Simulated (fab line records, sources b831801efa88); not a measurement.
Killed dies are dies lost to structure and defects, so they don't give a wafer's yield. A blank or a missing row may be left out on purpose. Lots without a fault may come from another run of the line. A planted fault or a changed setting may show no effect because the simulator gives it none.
Chamber matching | flow gf180mcu | GF_PASSIVATION_ETCH_11 on rie_diel-04: 4 sister chambers
The step etches the open film in CF4/O2, stops on TiN, target depth 2040 nm, time 453.3 s. 18 wafers are shown with their chamber, then 9 later ones without.

WAFERS WITH THEIR CHAMBER
wafer  | chamber | drypump_motor_current_A (A) | oes_product_au (a.u.) | throttle_valve_pct (%)
L074.2 | 1       | 5.77                        | 0.984                 | 5.978
L074.3 | 0       | 5.97                        | 0.985                 | 5.961
L074.6 | 2       | 6.23                        | 0.992                 | 5.985
L078.2 | 0       | 6.00                        | 0.994                 | 5.975
L078.4 | 2       | 6.23                        | 0.996                 | 5.970
L078.6 | 0       | 6.01                        | 0.983                 | 5.968
L080.3 | 3       | 5.56                        | 0.984                 | 5.970
L080.4 | 1       | 5.77                        | 0.983                 | 5.971
L080.5 | 0       | 5.98                        | 0.989                 | 5.954
L081.3 | 2       | 6.23                        | 0.992                 | 5.969
L081.5 | 3       | 5.59                        | 0.992                 | 5.979
L081.6 | 2       | 6.22                        | 0.987                 | 5.986
L087.1 | 1       | 5.78                        | 0.989                 | 5.967
L087.5 | 2       | 6.23                        | 1.001                 | 5.972
L087.6 | 3       | 5.56                        | 0.985                 | 5.968
L091.4 | 1       | 5.75                        | 0.983                 | 5.961
L091.5 | 0       | 6.00                        | 0.998                 | 5.980
L091.6 | 1       | 5.78                        | 0.984                 | 5.959

SIGNATURES (means of the wafers above)
reading                 | chamber 0 | chamber 1 | chamber 2 | chamber 3 | scatter within a chamber
drypump_motor_current_A | 5.9920    | 5.7700    | 6.2280    | 5.5700    | 0.013
oes_product_au          | 0.98980   | 0.98460   | 0.99360   | 0.98700   | 0.00483
throttle_valve_pct      | 5.96760   | 5.96720   | 5.97640   | 5.97233   | 0.00855
Rule: a wafer's distance from a chamber is the root of the sum, over the readings, of the square of ((its reading less the chamber's mean) divided by the reading's scatter). The wafer belongs to the nearest chamber; if the next one is less than 2 further off, it can't be placed. The scatter: the root of (the sum of the squares of (reading less its chamber's mean) over the shown wafers, divided by (wafers less chambers)).

WAFERS WITHOUT THEIR CHAMBER
wafer  | drypump_motor_current_A (A) | oes_product_au (a.u.) | throttle_valve_pct (%)
L094.2 | 5.60                        | 0.985                 | 5.961
L094.5 | 5.96                        | 0.982                 | 5.974
L094.6 | 5.80                        | 0.991                 | 5.965
L095.2 | 5.97                        | 0.979                 | 5.981
L095.5 | 5.57                        | 0.987                 | 5.976
L095.6 | 6.22                        | 1.001                 | 5.984
L097.1 | 5.52                        | 0.986                 | 5.958
L097.4 | 6.00                        | 0.984                 | 5.961
L097.5 | 6.23                        | 1.004                 | 5.960

WHICH CHAMBER EACH WENT THROUGH
wafer  | from the rows above | in truth
L094.2 | 3                   | 3
L094.5 | 0                   | 0
L094.6 | 1                   | 1
L095.2 | 0                   | 0
L095.5 | 3                   | 3
L095.6 | 2                   | 2
L097.1 | 3                   | 3
L097.4 | 0                   | 0
L097.5 | 2                   | 2
Placed correctly: 9 of 9. Can't be placed from these rows: 0. Placed wrongly: 0.
